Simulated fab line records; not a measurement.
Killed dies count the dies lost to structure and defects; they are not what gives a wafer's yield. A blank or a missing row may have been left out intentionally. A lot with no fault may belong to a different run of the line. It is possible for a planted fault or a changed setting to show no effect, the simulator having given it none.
Matching of chambers + flow gf180mcu + 4 sister chambers for GF_CONTACT_CMP_27 on cmp-02
The step polishes, stops on SiO2, t overpolish 15 s, target thk 0 nm. 4 wafers are shown with their chamber, then 8 later ones without.

## WAFERS WITH THEIR CHAMBER
| wafer  | chamber | time to endpoint s (s) |
|--------|---------|------------------------|
| L879.3 | 0       | 70                     |
| L882.2 | 3       | 80                     |
| L882.3 | 2       | 76                     |
| L883.3 | 1       | 80                     |

## WAFERS WHOSE CHAMBER IS MISSING
| wafer  | time to endpoint s (s) |
|--------|------------------------|
| L883.4 | 78                     |
| L883.5 | 78                     |
| L885.1 | 75                     |
| L885.4 | 74                     |
| L885.6 | 68                     |
| L887.1 | 72                     |
| L887.2 | 72                     |
| L887.3 | 69                     |

## WHICH CHAMBER EACH WENT THROUGH
| wafer  | from the rows above          | in truth                   |
|--------|------------------------------|----------------------------|
| L883.4 | can't be placed: 1 or 2 or 3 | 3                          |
| L883.5 | can't be placed: 1 or 2 or 3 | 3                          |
| L885.1 | 2                            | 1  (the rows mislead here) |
| L885.4 | can't be placed: 2 or 0      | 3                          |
| L885.6 | 0                            | 0                          |
| L887.1 | can't be placed: 0 or 2      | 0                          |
| L887.2 | can't be placed: 0 or 2      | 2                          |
| L887.3 | 0                            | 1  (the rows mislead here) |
1 of 8 placed correctly. From these rows, 5 cannot be placed; in 4 the true chamber is one of the candidates. Wrongly placed: 2.
How it was worked out, from the rows above alone: a wafer's distance from a chamber is the root of the sum, over the readings, of the square of ((its reading less the chamber's mean) divided by the reading's scatter). The wafer belongs to the nearest chamber; if the next one is less than 2 further off, it can't be placed. Each chamber's mean is taken over the wafers shown for it. The scatter (one wafer shown for each chamber): square how far every hidden wafer sits from the nearest shown wafer, average those squares and take the square root.
